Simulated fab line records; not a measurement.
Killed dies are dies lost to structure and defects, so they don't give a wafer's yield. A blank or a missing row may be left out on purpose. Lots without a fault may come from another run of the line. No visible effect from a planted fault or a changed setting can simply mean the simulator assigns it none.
What tool caused it? | flow sky130 | 6 lots, 18 wafers sampled, at 4 steps of a route of 708

== WHAT THE GAUGES READ, wafer by wafer ==
SKY_LDD_N_TW_MEAS_17.
lot  | measured     | on            | LDD_N_TW
L741 | day 19 08:15 | film metro-01 | 2546 2546 2551
L747 | day 20 19:10 | film metro-01 | 2555 2547 2544
L751 | day 22 14:56 | film metro-03 | 2701 2721 2730
L756 | day 24 07:11 | film metro-03 | 2603 2585 2588
L759 | day 25 07:27 | film metro-01 | 2552 2547 2548
L762 | day 26 02:49 | film metro-03 | 2585 2568 2606

== EACH LOT AND THE TOOL THAT RAN IT (in order: tool; ch and the chambers of the sampled wafers; start) ==
lot  | SKY_POLY_GATE_ETCH_15              | SKY_LDD_N_IMPLANT_10            | SKY_LDD_N_STRIP_16
L741 | rie diel-03 ch 0,1, day 17 23:01   | implanter-04 ch 0, day 19 07:15 | plasma asher-01 ch 0,1, day 19 08:09
L747 | rie diel-02 ch 0,1,2, day 19 09:11 | implanter-03 ch 0, day 20 18:10 | plasma asher-02 ch 0,1, day 20 19:04
L751 | rie diel-01 ch 0,1,2, day 21 05:32 | implanter-04 ch 0, day 22 13:38 | plasma asher-01 ch 0, day 22 14:50
L756 | rie diel-01 ch 1,2,3, day 22 22:14 | implanter-04 ch 0, day 24 06:13 | plasma asher-02 ch 0,1, day 24 07:06
L759 | rie diel-03 ch 1,3, day 23 22:44   | implanter-04 ch 0, day 25 06:27 | plasma asher-01 ch 0,1, day 25 07:21
L762 | rie diel-01 ch 0,1,2, day 24 18:23 | implanter-03 ch 0, day 26 01:51 | plasma asher-02 ch 0,1, day 26 02:44
- SKY_POLY_GATE_ETCH_15: etches BARC in N2/H2, stops on SiO2, time 118.5 s, target depth 110 nm.
- SKY_LDD_N_IMPLANT_10
- SKY_LDD_N_STRIP_16: strips in O2/N2.

== THE ANSWER, worked out from the rows above alone ==
Rule: usual is defined by the lots themselves. Put in order of their means at a reading, lots are off if they are a third of the lots or fewer, leave a main group of 4 or more, and stand apart from it by a gap of 3 or more times the standard deviation of the main group's means; of several such gaps the widest counts. The tables above print the reading to a certain number of digits; a main group whose means all agree to those digits is not used. A lot without any number at a reading at which 4 lots or more have one is off too. All remaining lots with rows at the step are treated as sound.
Off: at SKY_LDD_N_TW_MEAS_17 (LDD_N_TW), L751. The main group: mean 2565, standard deviation 20.
A tool fits if, at a process step before that reading, it ran every lot that is off, and no sound lot after the first of them. Those tools and the gauges at SKY_LDD_N_TW_MEAS_17 are tried in the same way. No candidate that was tried fits.

== WHAT HAD BEEN PUT IN BY THE SIMULATOR ==
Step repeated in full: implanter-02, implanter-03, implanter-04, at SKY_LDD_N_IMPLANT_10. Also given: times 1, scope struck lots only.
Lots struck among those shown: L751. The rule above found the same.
